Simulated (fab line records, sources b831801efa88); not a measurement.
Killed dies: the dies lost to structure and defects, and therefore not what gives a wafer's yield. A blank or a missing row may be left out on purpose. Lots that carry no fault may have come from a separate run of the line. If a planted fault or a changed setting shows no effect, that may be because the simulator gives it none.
Problem report in the 8D (eight disciplines) form, filled by code | flow sky130 | the parts of the form that need people (team, actions taken, sign-off) are left out

## 1. PROBLEM STATEMENT
Wafers free of any fault read 369.5 (standard deviation 2.6) for PWDE_TW at SKY_PWDE_TW_MEAS_10, against a mean of 329.9 on 6 wafers of 2 lots. That is -15 standard deviations from the usual mean.
Earliest sighting: wafer L109.4 on film_metro-02 at day 7 16:38. At this step, 33 wafers from 11 lots have a number in the record. The rule behind "out" and "out of limits": a value lying over 4 standard deviations away from the usual mean. All remaining wafers that have a number are taken as sound.

## 2. WHAT IT IS, WHAT IT ISN'T
question                    | is                           | is not
which readings at this step | PWDE_TW                      | -
which lots                  | L109, L110                   | L101, L111, L112, L114, L115, L116, L996, L997, L998
which wafers of those lots  | all that have a number       | -
read on which gauges        | film_metro-01, film_metro-02 | film_metro-04
when                        | from day 7 16:38             | up to then (12 sound wafers); but 15 sound wafers of L111, L112, L114, L115, L116 came after

## 3. THE SUSPECTS, EACH WITH WHAT RULES IT OUT
Counting: any tool at a process step up to the reading is kept as a suspect provided that every lot that is out went through it and no sound lot did after the first of them.
- the gauge at SKY_PWDE_TW_MEAS_10 has been ruled out. 2 gauges (film_metro-01, film_metro-02) read the wafers that are out.
- implanter-04 at SKY_PWDE_IMPLANT_08: kept. It processed each lot that is out, first L109 at day 7 16:26, and no sound lot thereafter; up to then, the last sound lot it processed was L998 at day 5 01:55. Out on those wafers are its own readings of dose_ions_cm2, faraday_current_uA.
The count leaves implanter-04 at SKY_PWDE_IMPLANT_08.

## 4. THE CAUSE (what the simulator had put in)
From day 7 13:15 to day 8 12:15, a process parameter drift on implanter-04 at SKY_PWDE_IMPLANT_08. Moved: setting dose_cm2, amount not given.
The count eliminated every tool but this one.

## 5. SEQUENCE OF EFFECTS, ordered by route
Each row: a reading where the mean over the struck wafers with a number is more than 3 standard deviations away from the usual. Only readings for which the record gives a usual standard deviation are gone through. hours: the time from each lot's start at the first step in this table that gives one to its start at this step, as a median over the lots. sigmas: the change in usual standard deviations.
hours | step                 | reading            | usual       | on struck wafers | change   | sigmas
0     | SKY_PWDE_IMPLANT_08  | dose_ions_cm2      | 3.6e+12     | 2.5e+12          | -1.1e+12 | -99 or more
0     | SKY_PWDE_IMPLANT_08  | faraday_current_uA | 20.3        | 14.0             | -6.3     | -16
0     | SKY_PWDE_TW_MEAS_10  | PWDE_TW            | 369.5       | 329.9            | -39.6    | -15
43    | SKY_NWELL_RS_MEAS_31 | PWDE_RS            | 5279 ohm/sq | 7123             | +1844    | +92
The process steps in it:
- SKY_PWDE_IMPLANT_08
Later steps that measure or inspect, where all struck wafers having a row at the step show a number for every such reading and not one has moved that far: SKY_NWELL_TW_MEAS_26.

## 6. WHAT WOULD HAVE CAUGHT IT SOONER
In this record the first reading out of limits at a measuring or inspecting step was taken at day 7 16:38, 3 hours after the fault began at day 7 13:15.
Tool's own readings at SKY_PWDE_IMPLANT_08, dose_ions_cm2, faraday_current_uA: out on all struck wafers the step has rows for; an alarm limit on them would have tripped on the first.
Lots out: 2; of these, L110 started SKY_PWDE_IMPLANT_08 on implanter-04 after day 7 16:38. Had the tool been put on hold then, it would have been spared.
